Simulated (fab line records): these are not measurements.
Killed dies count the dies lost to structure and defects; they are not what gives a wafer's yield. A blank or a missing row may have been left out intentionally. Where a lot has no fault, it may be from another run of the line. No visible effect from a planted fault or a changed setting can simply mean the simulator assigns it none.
Problem report in the 8D (eight disciplines) form, filled by code -- flow sky130 -- the parts of the form that need people (team, actions taken, sign-off) are left out

== 1. PROBLEM STATEMENT ==
Mean of run-length-s at SKY_POLY_GATE_ETCH_17: 111.7 s across 6 wafers in 2 lots; on wafers with no fault it is 98.9 s (standard deviation 0.38). That is +34 standard deviations from the usual mean.
The step: etches poly-Si in HBr/Cl2, stops on SiO2, target depth 180 nm, time 70.5 s.
First seen on wafer L881.1, day 21 11:07, on rie-si-02. At this step, 33 wafers from 11 lots have a number in the record. Rule for "out" (also "out of limits"): further than 4 standard deviations from the usual mean. All remaining wafers that have a number are taken as sound.

== 2. WHAT IT IS, WHAT IT ISN'T ==
question,is,is not
which readings at this step,"run-length-s, oes-product-au",drypump-motor-current-A
which lots,"L881, L883","L870, L872, L873, L874, L875, L877, L889, L891, L892"
which wafers of those lots,all that have a number,-
read on which tools,rie-si-02,rie-si-01
when,from day 21 11:07,"up to then (18 sound wafers); but 9 sound wafers of L889, L891, L892 came after"

== 3. SUSPECTS, AND WHAT RULES EACH OUT ==
Counting: a tool stays on the suspect list if, at a process step up to the reading, it processed all lots that are out and no sound lot following the first of them.
- rie-si-02 at SKY_POLY_GATE_ETCH_17 (etches poly-Si in HBr/Cl2, stops on SiO2, target depth 180 nm, time 70.5 s): ruled out as a lasting fault. Sound lots L892 ran on it after its first lot that is out, L881 (day 21 11:07).
Left after counting: nothing in the record.

== 4. THE CAUSE (what the simulator had put in) ==
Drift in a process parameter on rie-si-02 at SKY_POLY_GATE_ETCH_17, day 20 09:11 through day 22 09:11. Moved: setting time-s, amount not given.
Counting ruled it out, wrongly.

== 5. SEQUENCE OF EFFECTS, ordered by route ==
Rows list readings where the struck wafers' mean (over those with a number) sits beyond 3 standard deviations from the usual. Only readings for which the record gives a usual standard deviation are gone through. hours: the time from each lot's start at the first step in this table that gives one to its start at this step, as a median over the lots. sigmas: the change in usual standard deviations.
hours,step,reading,usual,on struck wafers,change,sigmas
0,SKY_POLY_GATE_ETCH_17,oes-product-au,0.986 a.u.,0.887,-0.099,-14
0,SKY_POLY_GATE_ETCH_17,run-length-s,98.9 s,111.7,+12.8,+34
0,SKY_POLY_GATE_STRIP_18,strip-time-to-endpoint-s,3.24 s,3.06,-0.18,-4.1
Here are the process steps it includes:
- SKY_POLY_GATE_ETCH_17: etches poly-Si in HBr/Cl2, stops on SiO2, target depth 180 nm, time 70.5 s.
- SKY_POLY_GATE_STRIP_18: strips in O2/N2.
At these later measuring or inspecting steps, every struck wafer for which the step has a row has a number for every such reading, and none has moved that far: SKY_LDD_N_OVL_MEAS_07.

== 6. HOW IT WOULD HAVE BEEN CAUGHT EARLIER ==
26 hours passed between the start of the fault at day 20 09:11 and the first reading out of limits in this record, taken at day 21 11:07.
